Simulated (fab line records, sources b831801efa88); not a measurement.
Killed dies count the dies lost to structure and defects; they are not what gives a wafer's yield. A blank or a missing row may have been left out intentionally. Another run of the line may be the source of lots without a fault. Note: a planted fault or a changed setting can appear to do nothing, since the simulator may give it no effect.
Which tool did it?    flow sky130    39 wafers from 13 lots sampled at 3 of the route's 708 steps

== WHAT THE GAUGES SHOWED, per wafer ==
SKY_LDD_P_CD_MEAS_07 targets a cd of 380 nm. Usual: cdNm at 379.9 nm, with a standard deviation of 2.
lot   measured      on        cdNm (nm)          flag
L399  day 19 01:31  cdSem-02  380.3 380.0 378.0  
L400  day 19 06:13  cdSem-02  379.4 380.0 380.8  
L401  day 19 15:19  cdSem-02  378.1 379.1 380.9  
L402  day 19 19:07  cdSem-02  379.7 378.2 381.3  
L403  day 20 12:14  cdSem-01  380.5 382.2 380.4  
L404  day 21 00:14  cdSem-01  382.7 384.4 382.6  
L408  day 22 13:44  cdSem-02  379.2 378.3 377.0  
L409  day 23 01:07  cdSem-01  379.3 379.9 379.5  
L416  day 25 11:01  cdSem-01  379.7 379.1 375.8  
L417  day 25 15:35  cdSem-02  381.4 380.7 382.7  
L419  day 26 02:58  cdSem-01  377.0 377.6 378.5  
L420  day 26 06:44  cdSem-02  378.3 378.6 376.1  
L422  day 27 03:58  cdSem-02  380.5 381.8 380.5  

SKY_LDD_P_OVL_MEAS_08. Usual: LDD_P_OVL gives 0.4 nm (standard deviation 1.6).
lot   measured      on          LDD_P_OVL (nm)  flag
L399  day 19 01:38  overlay-02  -0.9 0.7 1.9    
L400  day 19 06:18  overlay-02  -0.6 -1.1 0.1   
L401  day 19 15:26  overlay-01  -0.3 1.2 1.6    
L402  day 19 19:14  overlay-02  -1.4 -1.7 -1.5  
L403  day 20 12:20  overlay-02  -1.9 -1.5 -0.6  
L404  day 21 00:20  overlay-02  0.7 0.3 1.0     
L408  day 22 13:50  overlay-01  -1.8 0.0 0.5    
L409  day 23 01:13  overlay-01  0.6 0.3 1.7     
L416  day 25 11:08  overlay-02  -1.6 -1.7 -1.1  
L417  day 25 15:40  overlay-02  -1.2 -1.3 1.7   
L419  day 26 03:05  overlay-02  -0.6 -3.5 -1.9  
L420  day 26 06:52  overlay-01  0.0 0.4 -0.1    
L422  day 27 04:05  overlay-02  2.4 1.4 0.8     

== WHICH TOOL RAN EACH LOT (tool, then ch and the chambers of the sampled wafers, then the start) ==
lot   SKY_RES_PROTECT_STRIP_07
L399  plasmaAsher-04 ch 0,1, day 15 05:58
L400  plasmaAsher-03 ch 0,1, day 15 08:17
L401  plasmaAsher-02 ch 0,1, day 15 16:43
L402  plasmaAsher-04 ch 0,1, day 15 22:27
L403  plasmaAsher-04 ch 0,1, day 16 13:50
L404  plasmaAsher-04 ch 0,1, day 17 01:08
L408  plasmaAsher-02 ch 0,1, day 18 10:58
L409  plasmaAsher-02 ch 0,1, day 18 23:59
L416  plasmaAsher-02 ch 0,1, day 21 13:38
L417  plasmaAsher-03 ch 0,1, day 21 18:08
L419  plasmaAsher-04 ch 0,1, day 22 05:10
L420  plasmaAsher-03 ch 0,1, day 22 10:11
L422  plasmaAsher-04 ch 0,1, day 23 08:24
- SKY_RES_PROTECT_STRIP_07: strips in O2/N2.

== AS READ BY THE TOOLS THEMSELVES (means over the sampled wafers that have a number; for cases with no such wafer, the mark the record gives instead) ==
SKY_RES_PROTECT_STRIP_07. Usual: chamberPressureMTorr 1500.0 mTorr, standard deviation 1.3; drypumpMotorCurrentA 6.15 A, standard deviation 0.27; o2FlowSccm 3000 sccm, standard deviation 8.3; oesProductAu 0.518 a.u., standard deviation 0.0048; stripTimeToEndpointS 23.29 s, standard deviation 0.041.
lot   tool            chamberPressureMTorr (mTorr)  drypumpMotorCurrentA (A)  o2FlowSccm (sccm)  oesProductAu (a.u.)  stripTimeToEndpointS (s)  flag
L399  plasmaAsher-04  1500.0                        6.27                      2995               0.516                23.30                     
L400  plasmaAsher-03  1500.7                        6.10                      3011               0.521                23.30                     
L401  plasmaAsher-02  1500.3                        6.27                      3004               0.517                23.28                     
L402  plasmaAsher-04  1500.3                        6.30                      3004               0.520                23.28                     
L403  plasmaAsher-04  1500.1                        6.31                      2998               0.522                23.29                     
L404  plasmaAsher-04  1499.7                        6.30                      3000               0.517                23.28                     
L408  plasmaAsher-02  1500.3                        6.00                      2997               0.519                23.31                     
L409  plasmaAsher-02  1499.9                        6.01                      2994               0.517                23.32                     
L416  plasmaAsher-02  1500.1                        6.27                      2996               0.516                23.34                     
L417  plasmaAsher-03  1500.4                        6.04                      2999               0.515                23.34                     
L419  plasmaAsher-04  1500.1                        6.27                      3011               0.521                23.33                     
L420  plasmaAsher-03  1499.1                        6.02                      2997               0.515                23.21                     
L422  plasmaAsher-04  1500.6                        6.31                      3007               0.518                23.30                     

== THE ANSWER, worked out from the rows above alone ==
Rule: take the mean of a lot's wafers that have a number; if it is more than 3 standard deviations from the usual mean, the lot is off. Also off: a lot with no number at a reading for which 4 or more lots have one. Where the step has rows for the other lots, those lots are counted as sound. Order of review: gauges by route order, followed by the tools' own readings, for which a lot's mean as printed above is used. The first step at which some lot is off is used, and at that step the reading that is off furthest; a lot without a number counts as furthest.
None of the lots is off at any reading shown; this tells nothing.

== WHAT HAD BEEN PUT IN BY THE SIMULATOR ==
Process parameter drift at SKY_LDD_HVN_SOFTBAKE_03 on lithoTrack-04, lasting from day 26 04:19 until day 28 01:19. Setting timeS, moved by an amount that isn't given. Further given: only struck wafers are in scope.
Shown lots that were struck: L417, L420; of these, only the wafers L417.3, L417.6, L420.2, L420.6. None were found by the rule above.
